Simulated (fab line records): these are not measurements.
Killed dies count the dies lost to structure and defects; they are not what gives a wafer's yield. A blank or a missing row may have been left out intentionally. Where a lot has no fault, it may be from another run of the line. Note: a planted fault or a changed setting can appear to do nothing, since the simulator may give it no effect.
The same fault as seen by 2 desks || flow sky130 || numbers are kept per desk, each desk with only its own; the story behind them comes last

== METROLOGY DESK ==
Means of the sampled wafers that have a number, per lot and without regard to the tool the lot ran on: this is what the gauges read. Marked OUT: a lot whose mean sits more than 4 standard deviations from the usual mean, which makes it out of limits; the brackets give that distance.
Columns: A = VT_ADJUST_NCORE_TW at SKY_VT_ADJUST_NCORE_TW_MEAS_11, usual 217.7
{"lot": "L662", "first seen here": "day 9 12:33", "A": 216.6}
{"lot": "L665", "first seen here": "day 10 07:51", "A": 215.8}
{"lot": "L666", "first seen here": "day 10 13:43", "A": "209.6 (-5.1) OUT"}
{"lot": "L667", "first seen here": "day 10 23:05", "A": "209.4 (-5.2) OUT"}
{"lot": "L669", "first seen here": "day 11 11:17", "A": 213.2}
{"lot": "L674", "first seen here": "day 12 21:05", "A": 217.7}
{"lot": "L675", "first seen here": "day 13 05:10", "A": 217.1}
{"lot": "L677", "first seen here": "day 13 19:35", "A": 218.2}
{"lot": "L679", "first seen here": "day 14 14:39", "A": 220.8}
{"lot": "L681", "first seen here": "day 15 03:53", "A": 216.5}
{"lot": "L682", "first seen here": "day 15 07:08", "A": 217.3}
Finding of this desk: L666, L667 out of limits, first seen on L666 at day 10 13:43 (VT_ADJUST_NCORE_TW at SKY_VT_ADJUST_NCORE_TW_MEAS_11). Within limits: L662, L665, L669, L674, L675, L677, L679, L681, L682.

== AT THE TOOL OWNER'S DESK: implanter-02 ==
The tool's own readings at SKY_VT_ADJUST_NCORE_IMPLANT_09, given as means over the sampled wafers that have a number, one for each lot that went through this tool. Marked OUT: a lot whose mean sits more than 4 standard deviations from the usual mean, which makes it out of limits; the brackets give that distance.
Columns: A = dose-ions-cm2 at SKY_VT_ADJUST_NCORE_IMPLANT_09, usual 2.4001e+12; B = faraday-current-uA at SKY_VT_ADJUST_NCORE_IMPLANT_09, usual 13.55
{"lot": "L662", "first seen here": "day 9 12:18", "A": 2.4015e+12, "B": 13.62}
{"lot": "L665", "first seen here": "day 10 07:36", "A": 2.4010e+12, "B": 13.36}
{"lot": "L666", "first seen here": "day 10 13:28", "A": "2.1719e+12 (-88) OUT", "B": "12.45 (-4.1) OUT"}
{"lot": "L667", "first seen here": "day 10 22:50", "A": "2.1719e+12 (-88) OUT", "B": "12.18 (-5.1) OUT"}
{"lot": "L669", "first seen here": "day 11 11:04", "A": "2.1755e+12 (-86) OUT", "B": "12.40 (-4.3) OUT"}
{"lot": "L679", "first seen here": "day 14 14:24", "A": 2.4050e+12, "B": 13.28}
{"lot": "L681", "first seen here": "day 15 03:40", "A": 2.4029e+12, "B": 13.71}
This desk finds L666, L667, L669 out of limits, L666 being first, at day 10 13:28 (dose-ions-cm2 at SKY_VT_ADJUST_NCORE_IMPLANT_09). Within limits: L662, L665, L679, L681.

== ALL TOGETHER ==
An alarm could have come from the tool owner's desk at day 10 13:28, on L666, L667, L669.
The metrology desk could have raised an alarm at day 10 13:43, on L666, L667.
The metrology desk has L669 on record, within its limits.
All the named lots went through SKY_VT_ADJUST_NCORE_IMPLANT_09 on implanter-02.

== WHAT THE SIMULATOR HAD PUT IN ==
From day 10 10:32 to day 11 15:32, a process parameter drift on implanter-02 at SKY_VT_ADJUST_NCORE_IMPLANT_09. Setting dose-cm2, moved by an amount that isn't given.
Shown lots that were struck: L666, L667, L669.
Hours from the fault's start to each desk's first reading out of limits: the tool owner's desk, 3; the metrology desk, 3.
